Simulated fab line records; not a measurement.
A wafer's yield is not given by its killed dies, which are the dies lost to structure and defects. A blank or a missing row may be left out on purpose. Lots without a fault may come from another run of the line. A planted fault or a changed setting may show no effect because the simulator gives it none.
Matching of chambers -- flow sky130 -- SKY_VIA3_CMP_24 on cmp-01: 4 sister chambers
The step polishes, stops on SiO2, t overpolish 20 s, target thk 0 nm. 4 wafers are shown with their chamber, then 12 later ones without.

== WAFERS PAIRED WITH THEIR CHAMBERS ==
wafer,chamber,motor_current_A (A)
L091.6,3,10.8
L090.2,0,11.8
L090.3,1,10.3
L090.5,2,11.6

== WAFERS WITH NO CHAMBER GIVEN ==
wafer,motor_current_A (A)
L092.1,11.8
L092.4,10.7
L092.5,11.6
L093.2,11.2
L093.3,11.7
L093.5,11.0
L094.1,11.7
L094.4,9.7
L094.5,12.1
L096.1,9.7
L096.2,11.6
L096.3,11.6

== WHICH CHAMBER EACH WENT THROUGH ==
wafer,from the rows above,in truth
L092.1,can't be placed: 0 or 2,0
L092.4,can't be placed: 3 or 1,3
L092.5,can't be placed: 2 or 0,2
L093.2,can't be placed: 3 or 2 or 0 or 1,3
L093.3,can't be placed: 2 or 0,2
L093.5,can't be placed: 3 or 2 or 1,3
L094.1,can't be placed: 2 or 0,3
L094.4,can't be placed: 1 or 3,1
L094.5,can't be placed: 0 or 2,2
L096.1,can't be placed: 1 or 3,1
L096.2,can't be placed: 2 or 0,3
L096.3,can't be placed: 2 or 0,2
0 of 12 placed correctly. From these rows, 12 cannot be placed; in 10 the true chamber is one of the candidates. Placed wrongly: 0.
How it was worked out, from the rows above alone: a wafer's distance from a chamber is the root of the sum, over the readings, of the square of ((its reading less the chamber's mean) divided by the reading's scatter). If the next closest chamber is less than 2 further off than the closest, the wafer can't be placed; otherwise it belongs to the closest. For every chamber, the mean is computed from those of its wafers that are shown. The scatter: root of mean squared gap, hidden wafer to nearest shown wafer, with one shown wafer a chamber.
